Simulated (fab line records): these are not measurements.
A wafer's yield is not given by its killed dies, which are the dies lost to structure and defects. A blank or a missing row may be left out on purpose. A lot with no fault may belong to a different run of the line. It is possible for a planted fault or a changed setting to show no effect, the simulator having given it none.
A struck lot beside a sound one + flow sky130 + 15 out of 708 route steps
Sound: the wafers L564.1, L564.2, L564.5. Wafers struck: L568.1, L568.3, L568.5. The cause is given at the end.
Per side, at each step with rows, come the tool, then ch with its chambers, and then its first start. Under that, the readings that differ: sound wafers + struck wafers + difference of the means + sigmas: that difference in standard deviations of wafers without a fault.
alike: words and numbers the same on both sides, and readings whose means are apart by under 2 such deviations; not compared: readings that were withheld, readings missing a value for some wafer, numbers with overlapping values and no deviation given by the record, and bounds like >300 which may hide the same value.
The two part at a step that has a row with sigmas, a row that says differs or no value, or rows on one side only. When numbers do not overlap yet have no deviation, they are printed without sigmas and do not part them. A reading missing from all wafers of one side parts the sides only when that side holds two or more wafers.

SKY_SD_N_RS_MEAS_17: uses a four-point probe to measure.
  sound: film_metro-04 at day 28 21:05; struck: film_metro-02 at day 30 01:30
  alike: SD_P_RS
SKY_SD_N_RS_MEAS_18: uses a four-point probe to measure.
  sound: film_metro-04 at day 28 21:13; struck: film_metro-02 at day 30 01:37
  alike: RES_XHIGH_RS
then, 2 steps without rows for these wafers: SKY_SALICIDE_CLEAN_00 (cleans in HF-last, time 30 s); SKY_LI_CONTACT_HDPCVD_00 (deposits PSG, target thk 930 nm, time 159.1 s).
SKY_LI_CONTACT_THK_MEAS_01:
  sound: film_metro-03 at day 28 21:28; struck: film_metro-03 at day 30 01:52
  alike: LI_CONTACT_HDPCVD_THK
SKY_LI_CONTACT_CMP_02: polishes PSG.
  sound on cmp-02 ch 1,2,3, day 28 21:32; struck on cmp-01 ch 0,1, day 30 01:59
  alike: edge_zone_pressure_frac, motor_current_A, time_to_endpoint_s
SKY_LI_CONTACT_BOW_MEAS_03:
  sound: film_metro-03 at day 28 21:50; struck: film_metro-03 at day 30 02:14
  alike: LI_CONTACT_BOW
then, 5 steps without rows for these wafers: SKY_LI_CONTACT_DEHYDRATE_04 (time 60 s); SKY_LI_CONTACT_HMDS_05 (prime time 60 s); SKY_LI_CONTACT_COAT_06 (resist thk 60 nm); SKY_LI_CONTACT_COAT_07 (resist thk 450 nm); SKY_LI_CONTACT_SOFTBAKE_08 (time 90 s).
SKY_LI_CONTACT_EXPOSE_09: exposes mask LICM1, target cd 170 nm.
  sound on krf_scanner-01 ch 0, day 29 12:13; struck on krf_scanner-02 ch 0, day 30 16:14
| reading              | sound             | struck            | difference | sigmas |
|----------------------|-------------------|-------------------|------------|--------|
| exposure_dose_mJ_cm2 | 37.97 38.00 37.94 | 38.12 38.09 38.11 | +0.14      | +4     |
  alike: mask
then, 1 step without rows for these wafers: SKY_LI_CONTACT_PEB_10.
-- the record jumps here: 17 days lie between the struck wafers' starts before and after (it left off in module LI_CONTACT and takes up again in module PAD_OPEN, whose first step shown is number 708 of the route) --
SKY_PAD_OPEN_PROBE_99:
  rows exist in the record for the struck wafers here (prober-02, day 47 09:07), but not for the sound ones

== WHERE THEY PART ==
Last at SKY_PAD_OPEN_PROBE_99 as far as this record goes, first at SKY_LI_CONTACT_EXPOSE_09.

WHY: the cause the simulator had injected
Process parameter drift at SKY_LI_CONTACT_EXPOSE_09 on krf_scanner-02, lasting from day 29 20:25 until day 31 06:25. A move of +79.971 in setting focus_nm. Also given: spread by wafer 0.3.
